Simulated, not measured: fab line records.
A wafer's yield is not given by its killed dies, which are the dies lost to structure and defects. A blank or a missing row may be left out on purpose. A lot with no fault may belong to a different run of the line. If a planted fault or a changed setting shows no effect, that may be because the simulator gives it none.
fab line records ; flow sfq_line
record: lots: 15; wafers: 45; last_day: 92
route steps=325 shown L0@3 M0@38 I1@75 M2@100
lots untouched by any fault: they come from a run of this same line in which no faults occurred
start_h: the number of hours between the record's first day and the start of the first shown wafer of the lot ; wait_h: hours from the lot's prior step to this one ; " as in the row above ; L1.1+2: several wafers, shown together as one row ; - value missing, or start not given ; * or withheld: withheld ; < > ~ a bound
route shown NAME@n: names a module that has steps shown in the file, with the first one's number in the route ; usual: mean/standard deviation of fault-free wafers ; same: alike in all rows ; chamber/n: place in a boat ; sites: readings site by site ; _std_site: standard deviation across them ; _edge_site: outer sites' mean less inner sites' ; radius_mm: for every site, how far away it sits from the centre of the wafer ; mask NAME#n: copy n ; behind: the tool/chamber that last shaped the wafer ; hold: what put the lot on hold/how long, in hours/how the hold closed ; device: which transistor (n, p or np) failed to switch ; end of line: the route-end tests of the same wafers ; where a step has no rows: the recipe by itself ; killed: at the first sort, the dies lost to defects and structure; wafer yield is something else ; map: per-die view of a wafer (x killed, . not killed, _ where there is no die)
set.NAME: setting as actually run; set.NAME@STEP: the setting as run at that earlier step ; model.NAME: the simulator's own value behind a step, which no gauge read
one table for each step of the route and one row for each wafer, over a sample of lots
services: when a tool's chamber went out of use (start_h, in hours from the record's first day, below 0 if earlier), for how many hours, and the reason
== steps ==
step: SFQ_TRILAYER_L0_DEP_SPUTTER_003
recipe: material: MoNx_KI; base_pressure_pa: 1.33e-06; target_thk_nm: 40; power_w: 800; time_s: 100; chamber_pressure_pa: 0.4
usual: throttle_valve_pct: 30.4/1.4
lot.wafer;tool;chamber;start_h;wait_h;throttle_valve_pct
L629.1;pvd_sputter-06;-;12.49;0.0;30.1
L629.3;pvd_sputter-06;-;12.49;0.0;32.6
L629.4;pvd_sputter-06;-;12.49;0.0;29.4
L630.1;pvd_sputter-04;-;17.49;0.0;28.8
L630.4;pvd_sputter-04;-;17.49;0.0;29.4
L630.5;pvd_sputter-04;-;17.49;0.0;29.5
L631.1;pvd_sputter-03;-;22.49;0.0;28.8
L631.5;pvd_sputter-03;-;22.49;0.0;28.9
L631.6;pvd_sputter-03;-;22.49;0.0;30.4
L632.1;pvd_sputter-04;-;27.49;0.0;29.5
L632.2;pvd_sputter-04;-;27.49;0.0;32.3
L632.4;pvd_sputter-04;-;27.49;0.0;28.9
L633.3;pvd_sputter-04;-;32.49;0.0;32.6
L633.4;pvd_sputter-04;-;32.49;0.0;28.4
L633.6;pvd_sputter-04;-;32.49;0.0;29.3
L635.1;pvd_sputter-06;-;42.49;0.0;32.6
L635.2;pvd_sputter-06;-;42.49;0.0;30.5
L635.5;pvd_sputter-06;-;42.49;0.0;30.3
L637.2;pvd_sputter-06;-;52.49;0.0;29.4
L637.3;pvd_sputter-06;-;52.49;0.0;30.8
L637.4;pvd_sputter-06;-;52.49;0.0;30.3
L638.2;pvd_sputter-06;-;57.49;0.0;32.7
L638.5;pvd_sputter-06;-;57.49;0.0;29.7
L638.6;pvd_sputter-06;-;57.49;0.0;30.4
L641.2;pvd_sputter-03;-;72.49;0.0;28.8
L641.5;pvd_sputter-03;-;72.49;0.0;30.1
L641.6;pvd_sputter-03;-;72.49;0.0;31.9
L641.2;pvd_sputter-03;-;72.73;0.2;28.9
L641.5;pvd_sputter-03;-;72.73;0.2;30.0
L641.6;pvd_sputter-03;-;72.73;0.2;32.1
L642.1;pvd_sputter-06;-;77.49;0.0;30.7
L642.2;pvd_sputter-06;-;77.49;0.0;32.8
L642.5;pvd_sputter-06;-;77.49;0.0;32.5
L648.2;pvd_sputter-04;-;107.49;0.0;28.7
L648.5;pvd_sputter-04;-;107.49;0.0;28.5
L648.6;pvd_sputter-04;-;107.49;0.0;32.1
L649.1;pvd_sputter-06;-;112.49;0.0;30.4
L649.4;pvd_sputter-06;-;112.49;0.0;30.5
L649.5;pvd_sputter-06;-;112.49;0.0;29.6
L649.1;pvd_sputter-06;-;112.73;0.2;30.4
L649.4;pvd_sputter-06;-;112.73;0.2;30.9
L649.5;pvd_sputter-06;-;112.73;0.2;29.2
L650.2;pvd_sputter-06;-;117.49;0.0;29.5
L650.4;pvd_sputter-06;-;117.49;0.0;30.7
L650.6;pvd_sputter-06;-;117.49;0.0;32.7
L650.2;pvd_sputter-06;-;117.73;0.2;29.6
L650.4;pvd_sputter-06;-;117.73;0.2;30.4
L650.6;pvd_sputter-06;-;117.73;0.2;32.6
L651.1;pvd_sputter-03;-;122.49;0.0;28.8
L651.5;pvd_sputter-03;-;122.49;0.0;32.3
L651.6;pvd_sputter-03;-;122.49;0.0;30.2
L652.1;pvd_sputter-04;-;127.49;0.0;32.5
L652.5;pvd_sputter-04;-;127.49;0.0;29.4
L652.6;pvd_sputter-04;-;127.49;0.0;28.5
step: SFQ_L0_RS_MEAS_901
recipe: thk_meas_gauge: four-point-probe; reads: MoNx_KI_of_TRILAYER_L0_DEP_SPUTTER_003
usual: L0_MONX_KI_RS: 43.6/0.48
lot.wafer;tool;chamber;start_h;wait_h;L0_MONX_KI_RS[ohm/sq]
L629.1;film_metro-01;-;12.56;0.0;42.8
L629.3;film_metro-01;-;12.56;0.0;42.8
L629.4;film_metro-01;-;12.56;0.0;43.4
L630.1;film_metro-01;-;17.56;0.0;43.3
L630.4;film_metro-01;-;17.56;0.0;43.9
L630.5;film_metro-01;-;17.56;0.0;43.8
L631.1;film_metro-01;-;22.56;0.0;43.4
L631.5;film_metro-01;-;22.56;0.0;43.7
L631.6;film_metro-01;-;22.56;0.0;43.4
L632.1;film_metro-02;-;27.56;0.0;43.7
L632.2;film_metro-02;-;27.56;0.0;43.5
L632.4;film_metro-02;-;27.56;0.0;43.4
L633.3;film_metro-01;-;32.60;0.1;42.9
L633.4;film_metro-01;-;32.60;0.1;42.3
L633.6;film_metro-01;-;32.60;0.1;42.8
L635.1;film_metro-02;-;42.56;0.0;43.9
L635.2;film_metro-02;-;42.56;0.0;44.1
L635.5;film_metro-02;-;42.56;0.0;44.0
L637.2;film_metro-01;-;52.58;0.1;43.3
L637.3;film_metro-01;-;52.58;0.1;43.5
L637.4;film_metro-01;-;52.58;0.1;43.4
L638.2;film_metro-01;-;57.58;0.1;43.0
L638.5;film_metro-01;-;57.58;0.1;43.6
L638.6;film_metro-01;-;57.58;0.1;43.4
L641.2;film_metro-01;-;72.82;0.1;21.8
L641.5;film_metro-01;-;72.82;0.1;21.9
L641.6;film_metro-01;-;72.82;0.1;21.9
L642.1;film_metro-01;-;77.56;0.0;44.3
L642.2;film_metro-01;-;77.56;0.0;43.3
L642.5;film_metro-01;-;77.56;0.0;43.4
L648.2;film_metro-01;-;107.58;0.1;43.7
L648.5;film_metro-01;-;107.58;0.1;43.2
L648.6;film_metro-01;-;107.58;0.1;43.9
L649.1;film_metro-04;-;112.80;0.0;21.8
L649.4;film_metro-04;-;112.80;0.0;22.0
L649.5;film_metro-04;-;112.80;0.0;21.9
L650.2;film_metro-01;-;117.82;0.1;21.9
L650.4;film_metro-01;-;117.82;0.1;22.1
L650.6;film_metro-01;-;117.82;0.1;21.7
L651.1;film_metro-02;-;122.56;0.0;43.7
L651.5;film_metro-02;-;122.56;0.0;44.1
L651.6;film_metro-02;-;122.56;0.0;44.4
L652.1;film_metro-04;-;127.56;0.0;43.3
L652.5;film_metro-04;-;127.56;0.0;43.9
L652.6;film_metro-04;-;127.56;0.0;43.4
step: SFQ_L0_THK_MEAS_902
recipe: thk_meas_gauge: xrf; reads: MoNx_KI_of_TRILAYER_L0_DEP_SPUTTER_003
usual: L0_MONX_KI_THK: 40.0/0.5
lot.wafer;tool;chamber;start_h;wait_h;L0_MONX_KI_THK[nm]
L629.1;film_metro-01;-;12.68;0.1;40.8
L629.3;film_metro-01;-;12.68;0.1;41.0
L629.4;film_metro-01;-;12.68;0.1;40.4
L630.1;film_metro-01;-;17.68;0.1;40.6
L630.4;film_metro-01;-;17.68;0.1;40.2
L630.5;film_metro-01;-;17.68;0.1;39.9
L631.1;film_metro-01;-;22.68;0.1;40.4
L631.5;film_metro-01;-;22.68;0.1;40.4
L631.6;film_metro-01;-;22.68;0.1;40.4
L632.1;film_metro-02;-;27.68;0.1;39.4
L632.2;film_metro-02;-;27.68;0.1;40.1
L632.4;film_metro-02;-;27.68;0.1;39.9
L633.3;film_metro-01;-;32.70;0.1;40.5
L633.4;film_metro-01;-;32.70;0.1;41.2
L633.6;film_metro-01;-;32.70;0.1;40.8
L635.1;film_metro-02;-;42.68;0.1;39.5
L635.2;film_metro-02;-;42.68;0.1;39.5
L635.5;film_metro-02;-;42.68;0.1;39.4
L637.2;film_metro-01;-;52.69;0.1;40.5
L637.3;film_metro-01;-;52.69;0.1;40.1
L637.4;film_metro-01;-;52.69;0.1;40.6
L638.2;film_metro-01;-;57.69;0.1;40.5
L638.5;film_metro-01;-;57.69;0.1;40.0
L638.6;film_metro-01;-;57.69;0.1;40.4
L641.2;film_metro-01;-;72.93;0.1;80.0
L641.5;film_metro-01;-;72.93;0.1;79.5
L641.6;film_metro-01;-;72.93;0.1;79.8
L642.1;film_metro-01;-;77.68;0.1;39.4
L642.2;film_metro-01;-;77.68;0.1;40.2
L642.5;film_metro-01;-;77.68;0.1;40.5
L648.2;film_metro-01;-;107.69;0.1;40.4
L648.5;film_metro-01;-;107.69;0.1;40.8
L648.6;film_metro-01;-;107.69;0.1;40.1
L649.1;film_metro-04;-;112.92;0.1;79.4
L649.4;film_metro-04;-;112.92;0.1;78.2
L649.5;film_metro-04;-;112.92;0.1;78.8
L650.2;film_metro-01;-;117.93;0.1;79.8
L650.4;film_metro-01;-;117.93;0.1;79.6
L650.6;film_metro-01;-;117.93;0.1;80.8
L651.1;film_metro-02;-;122.68;0.1;39.8
L651.5;film_metro-02;-;122.68;0.1;39.4
L651.6;film_metro-02;-;122.68;0.1;39.2
L652.1;film_metro-04;-;127.68;0.1;40.1
L652.5;film_metro-04;-;127.68;0.1;39.5
L652.6;film_metro-04;-;127.68;0.1;39.8
step: SFQ_TRILAYER_L0_ETCH_METAL_ETCH_008
recipe: target: MoNx_KI; stop_on: SiO2; mask_material: PR; chemistry: SF6/O2; target_depth_nm: 50; icp_w: 600; bias_w: 80; pressure_mtorr: 10; time_s: 25
usual: drypump_motor_current_A: 5.7/0.43; oes_product_au: 0.872/0.007
lot.wafer;tool;chamber;start_h;wait_h;drypump_motor_current_A;oes_product_au;rf_hours_counter_h
L629.1;rie_metal-04;1;83.57;0.0;6.0;0.885;191
L629.3;rie_metal-04;1;83.57;0.0;6.0;0.887;-
L629.4;rie_metal-04;0;83.57;0.0;5.8;0.878;-
L630.1;rie_metal-02;0;89.57;0.0;5.1;0.869;120
L630.4;rie_metal-02;1;89.57;0.0;5.4;0.878;-
L630.5;rie_metal-02;1;89.57;0.0;5.4;0.868;-
L631.1;rie_metal-03;1;97.97;0.0;6.4;0.879;163
L631.5;rie_metal-03;0;97.97;0.0;6.0;0.870;-
L631.6;rie_metal-03;1;97.97;0.0;6.4;0.871;-
L632.1;rie_metal-04;1;106.57;0.1;6.0;0.873;195
L632.2;rie_metal-04;1;106.57;0.1;6.0;0.873;-
L632.4;rie_metal-04;1;106.57;0.1;6.0;0.872;-
L633.3;rie_metal-04;0;118.15;0.1;5.8;0.882;-
L633.4;rie_metal-04;0;118.15;0.1;5.8;0.885;-
L633.6;rie_metal-04;0;118.15;0.1;5.8;0.883;-
L635.1;rie_metal-02;1;131.39;0.0;5.4;0.870;86
L635.2;rie_metal-02;0;131.39;0.0;5.1;0.861;124
L635.5;rie_metal-02;1;131.39;0.0;5.4;0.859;-
L637.2;rie_metal-04;0;136.19;0.0;5.8;0.875;6
L637.3;rie_metal-04;0;136.19;0.0;5.8;0.870;-
L637.4;rie_metal-04;1;136.19;0.0;6.0;0.875;-
L638.2;rie_metal-04;0;143.63;0.0;5.8;0.883;7
L638.5;rie_metal-04;0;143.63;0.0;5.8;0.872;-
L638.6;rie_metal-04;1;143.63;0.0;6.0;0.879;-
L641.2;rie_metal-02;1;155.39;0.0;5.4;1.003;90
L641.5;rie_metal-02;1;155.39;0.0;5.4;0.985;-
L641.6;rie_metal-02;0;155.39;0.0;5.1;1.010;-
L642.1;rie_metal-04;0;161.39;0.0;5.8;0.863;10
L642.2;rie_metal-04;1;161.39;0.0;6.0;0.873;5
L642.5;rie_metal-04;0;161.39;0.0;5.8;0.874;-
L648.2;rie_metal-02;1;199.52;0.0;5.3;0.875;97
L648.5;rie_metal-02;1;199.52;0.0;5.4;0.875;-
L648.6;rie_metal-02;0;199.52;0.0;5.1;0.870;-
L649.1;rie_metal-02;0;200.72;0.0;5.1;0.983;136
L649.4;rie_metal-02;0;200.72;0.0;5.1;0.990;-
L649.5;rie_metal-02;1;200.72;0.0;5.4;0.993;-
L650.2;rie_metal-03;0;201.92;0.0;6.0;1.017;35
L650.4;rie_metal-03;0;201.92;0.0;6.0;1.012;-
L650.6;rie_metal-03;1;201.92;0.0;6.4;1.023;-
L651.1;rie_metal-02;0;203.57;0.1;5.0;0.876;136
L651.5;rie_metal-02;0;203.57;0.1;5.0;0.872;-
L651.6;rie_metal-02;1;203.57;0.1;5.4;0.855;-
L652.1;rie_metal-04;0;204.32;0.0;5.8;0.876;17
L652.5;rie_metal-04;0;204.32;0.0;5.8;0.876;-
L652.6;rie_metal-04;1;204.32;0.0;6.0;0.872;-
step: SFQ_M0_OVL_MEAS_906
usual: M0_OVL: -1/5.6
lot.wafer;tool;chamber;start_h;wait_h;M0_OVL[nm]
L629.1;overlay-02;-;258.27;0.1;-10
L629.3;overlay-02;-;258.27;0.1;-11
L629.4;overlay-02;-;258.27;0.1;-6
L630.1;overlay-02;-;267.87;0.1;1
L630.4;overlay-02;-;267.87;0.1;-2
L630.5;overlay-02;-;267.87;0.1;1
L631.1;overlay-01;-;279.86;0.1;4
L631.5;overlay-01;-;279.86;0.1;-3
L631.6;overlay-01;-;279.86;0.1;-2
L632.1;overlay-01;-;289.61;0.1;-7
L632.2;overlay-01;-;289.61;0.1;-7
L632.4;overlay-01;-;289.61;0.1;-1
L633.3;overlay-01;-;298.02;0.1;-6
L633.4;overlay-01;-;298.02;0.1;-3
L633.6;overlay-01;-;298.02;0.1;5
L635.1;overlay-01;-;317.59;0.1;-11
L635.2;overlay-01;-;317.59;0.1;-5
L635.5;overlay-01;-;317.59;0.1;-7
L637.2;overlay-01;-;331.99;0.1;3
L637.3;overlay-01;-;331.99;0.1;2
L637.4;overlay-01;-;331.99;0.1;-5
L638.2;overlay-02;-;341.59;0.1;1
L638.5;overlay-02;-;341.59;0.1;-2
L638.6;overlay-02;-;341.59;0.1;-2
L641.2;overlay-01;-;356.74;0.1;-6
L641.5;overlay-01;-;356.74;0.1;-4
L641.6;overlay-01;-;356.74;0.1;1
L642.1;overlay-02;-;365.14;0.1;-3
L642.2;overlay-02;-;365.14;0.1;1
L642.5;overlay-02;-;365.14;0.1;-4
L648.2;overlay-01;-;401.39;0.1;-1
L648.5;overlay-01;-;401.39;0.1;-6
L648.6;overlay-01;-;401.39;0.1;-1
L649.1;overlay-01;-;402.59;0.1;6
L649.4;overlay-01;-;402.59;0.1;4
L649.5;overlay-01;-;402.59;0.1;10
L650.2;overlay-02;-;403.79;0.1;9
L650.4;overlay-02;-;403.79;0.1;7
L650.6;overlay-02;-;403.79;0.1;9
L651.1;overlay-01;-;406.19;0.1;4
L651.5;overlay-01;-;406.19;0.1;-3
L651.6;overlay-01;-;406.19;0.1;0
L652.1;overlay-01;-;407.39;0.1;-12
L652.5;overlay-01;-;407.39;0.1;-10
L652.6;overlay-01;-;407.39;0.1;-15
step: SFQ_I1_BOW_MEAS_912
recipe: mode: bow
usual: I1_BOW: 1/7.4
lot.wafer;tool;chamber;start_h;wait_h;I1_BOW[um]
L629.1;film_metro-02;-;516.83;1.0;-1
L629.3;film_metro-02;-;516.83;1.0;-3
L629.4;film_metro-02;-;516.83;1.0;8
L630.1;film_metro-01;-;554.28;1.0;-4
L630.4;film_metro-01;-;554.28;1.0;-4
L630.5;film_metro-01;-;554.28;1.0;-5
L631.1;film_metro-01;-;569.47;1.0;6
L631.5;film_metro-01;-;569.47;1.0;-8
L631.6;film_metro-01;-;569.47;1.0;-1
L632.1;film_metro-04;-;574.68;1.5;-8
L632.2;film_metro-04;-;574.68;1.5;11
L632.4;film_metro-04;-;574.68;1.5;9
L633.3;film_metro-02;-;576.71;1.5;17
L633.4;film_metro-02;-;576.71;1.5;5
L633.6;film_metro-02;-;576.71;1.5;17
L635.1;film_metro-01;-;616.28;2.0;5
L635.2;film_metro-01;-;616.28;2.0;9
L635.5;film_metro-01;-;616.28;2.0;-6
L637.2;film_metro-01;-;630.95;1.0;-2
L637.3;film_metro-01;-;630.95;1.0;5
L637.4;film_metro-01;-;630.95;1.0;-1
L638.2;film_metro-01;-;640.33;1.0;4
L638.5;film_metro-01;-;640.33;1.0;8
L638.6;film_metro-01;-;640.33;1.0;10
L641.2;film_metro-01;-;662.00;1.5;4
L641.5;film_metro-01;-;662.00;1.5;1
L641.6;film_metro-01;-;662.00;1.5;10
L642.1;film_metro-02;-;672.55;2.0;-6
L642.2;film_metro-02;-;672.55;2.0;10
L642.5;film_metro-02;-;672.55;2.0;-1
L648.2;film_metro-04;-;731.27;1.0;8
L648.5;film_metro-04;-;731.27;1.0;-4
L648.6;film_metro-04;-;731.27;1.0;8
L649.1;film_metro-02;-;737.25;1.0;16
L649.4;film_metro-02;-;737.25;1.0;13
L649.5;film_metro-02;-;737.25;1.0;19
L650.2;film_metro-02;-;743.27;1.0;-10
L650.4;film_metro-02;-;743.27;1.0;2
L650.6;film_metro-02;-;743.27;1.0;1
L651.1;film_metro-02;-;749.25;1.5;9
L651.5;film_metro-02;-;749.25;1.5;2
L651.6;film_metro-02;-;749.25;1.5;-3
L652.1;film_metro-01;-;756.14;1.5;13
L652.5;film_metro-01;-;756.14;1.5;4
L652.6;film_metro-01;-;756.14;1.5;2
step: SFQ_TRILAYER_M2_ETCH_METAL_ETCH_060
recipe: target: Nb; stop_on: SiO2; mask_material: PR; chemistry: Cl2/Ar; target_depth_nm: 240; icp_w: 600; bias_w: 80; pressure_mtorr: 10; time_s: 120
usual: drypump_motor_current_A: 5.7/0.38; oes_product_au: 0.893/0.0071
lot.wafer;tool;chamber;start_h;wait_h;drypump_motor_current_A;oes_product_au;rf_hours_counter_h
L629.1;rie_metal-04;1;805.17;0.0;6.0;0.887;104
L629.3;rie_metal-04;1;805.17;0.0;6.0;0.888;-
L629.4;rie_metal-04;0;805.17;0.0;5.8;0.894;-
L630.1;rie_metal-02;1;837.57;0.0;5.4;0.884;38
L630.4;rie_metal-02;1;837.57;0.0;5.4;0.902;-
L630.5;rie_metal-02;0;837.57;0.0;5.1;0.904;-
L631.1;rie_metal-04;0;860.58;0.1;5.8;0.902;110
L631.5;rie_metal-04;0;860.58;0.1;5.8;0.902;-
L631.6;rie_metal-04;0;860.58;0.1;5.8;0.897;-
L632.1;rie_metal-01;0;864.12;0.0;6.1;0.899;84
L632.2;rie_metal-01;1;864.12;0.0;6.0;0.895;11
L632.4;rie_metal-01;0;864.12;0.0;6.1;0.880;-
L633.3;rie_metal-02;1;875.09;0.1;5.4;0.885;-
L633.4;rie_metal-02;0;875.09;0.1;5.1;0.895;-
L633.6;rie_metal-02;0;875.09;0.1;5.1;0.893;-
L635.1;rie_metal-01;1;899.05;0.0;6.0;0.898;16
L635.2;rie_metal-01;0;899.05;0.0;6.1;0.892;90
L635.5;rie_metal-01;0;899.05;0.0;6.1;0.900;-
L637.2;rie_metal-02;1;905.34;0.0;5.4;0.899;50
L637.3;rie_metal-02;1;905.34;0.0;5.4;0.912;-
L637.4;rie_metal-02;0;905.34;0.0;5.1;0.907;-
L638.2;rie_metal-04;0;915.04;0.0;5.8;0.892;118
L638.5;rie_metal-04;1;915.04;0.0;6.0;0.896;-
L638.6;rie_metal-04;0;915.04;0.0;5.8;0.898;-
L641.2;rie_metal-02;1;926.59;0.0;5.4;0.904;54
L641.5;rie_metal-02;1;926.59;0.0;5.4;0.896;-
L641.6;rie_metal-02;0;926.59;0.0;5.0;0.889;-
L642.1;rie_metal-02;0;931.39;0.0;5.1;0.884;79
L642.2;rie_metal-02;1;931.39;0.0;5.4;0.896;55
L642.5;rie_metal-02;1;931.39;0.0;5.4;0.891;-
L648.2;rie_metal-04;1;989.12;0.0;6.0;0.886;128
L648.5;rie_metal-04;1;989.12;0.0;6.0;0.890;-
L648.6;rie_metal-04;0;989.12;0.0;5.8;0.892;-
L649.1;rie_metal-04;1;993.92;0.0;6.0;0.889;128
L649.4;rie_metal-04;1;993.92;0.0;6.0;0.892;-
L649.5;rie_metal-04;0;993.92;0.0;5.8;0.891;-
L650.2;rie_metal-01;1;999.92;0.0;6.0;0.883;32
L650.4;rie_metal-01;0;999.92;0.0;6.1;0.899;-
L650.6;rie_metal-01;0;999.92;0.0;6.1;0.890;-
L651.1;rie_metal-02;1;1007.12;0.0;5.4;0.888;66
L651.5;rie_metal-02;0;1007.12;0.0;5.1;0.889;-
L651.6;rie_metal-02;1;1007.12;0.0;5.4;0.883;-
L652.1;rie_metal-01;0;1014.32;0.0;6.1;0.888;107
L652.5;rie_metal-01;0;1014.32;0.0;6.1;0.891;-
L652.6;rie_metal-01;1;1014.32;0.0;6.0;0.890;-
== services ==
tool;chamber;start_h;hours;kind
rie_metal-02;0;-10.31;3.0;repair
rie_metal-02;-;-10.24;0.9;repair
rie_metal-04;1;-9.50;12.2;repair
pvd_sputter-06;-;23.72;4.7;repair
rie_metal-04;-;30.74;1.4;pm
rie_metal-02;-;49.98;1.4;pm
pvd_sputter-06;-;88.44;6.3;repair
rie_metal-02;0;116.54;8.7;repair
rie_metal-04;0;131.30;3.0;repair
rie_metal-02;-;153.17;1.6;repair
rie_metal-02;-;225.38;2.8;pm
rie_metal-04;-;239.81;0.2;repair
rie_metal-04;-;241.08;2.8;pm
rie_metal-02;0;241.28;104.0;repair
rie_metal-02;-;289.87;0.5;repair
rie_metal-04;0;300.03;21.9;repair
rie_metal-02;1;328.79;6.6;repair
rie_metal-02;1;410.76;2.3;repair
pvd_sputter-06;-;457.46;3.7;repair
rie_metal-04;0;607.05;10.8;repair
rie_metal-04;1;662.62;27.0;repair
rie_metal-04;1;858.16;13.8;repair
rie_metal-04;-;900.07;14.6;pm
rie_metal-04;-;936.31;0.4;repair
== key ==
first_sign: step: SFQ_TRILAYER_L0_DEP_SPUTTER_003; reading: visit; direction: added
effect: step: SFQ_L0_RS_MEAS_901; reading: L0_MONX_KI_RS; direction: down; sigmas: 46; usual: 43.6; struck: 21.9
effect: step: SFQ_L0_THK_MEAS_902; reading: L0_MONX_KI_THK; direction: up; sigmas: 79; usual: 40.0; struck: 79.5
effect: step: SFQ_TRILAYER_L0_ETCH_METAL_ETCH_008; reading: oes_product_au; direction: up; sigmas: 18; usual: 0.872; struck: 1.002
met_at SFQ_TRILAYER_L0_DEP_SPUTTER_003
struck_lots L641,L649,L650
not_acting_at SFQ_M0_OVL_MEAS_906,SFQ_I1_BOW_MEAS_912,SFQ_TRILAYER_M2_ETCH_METAL_ETCH_060
fault: kind: repeated_step_whole; tool: pvd_sputter-03,pvd_sputter-04,pvd_sputter-06; chamber: -; onset_h: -; steps: SFQ_TRILAYER_L0_DEP_SPUTTER_003; times: 1; scope: struck_lots_only
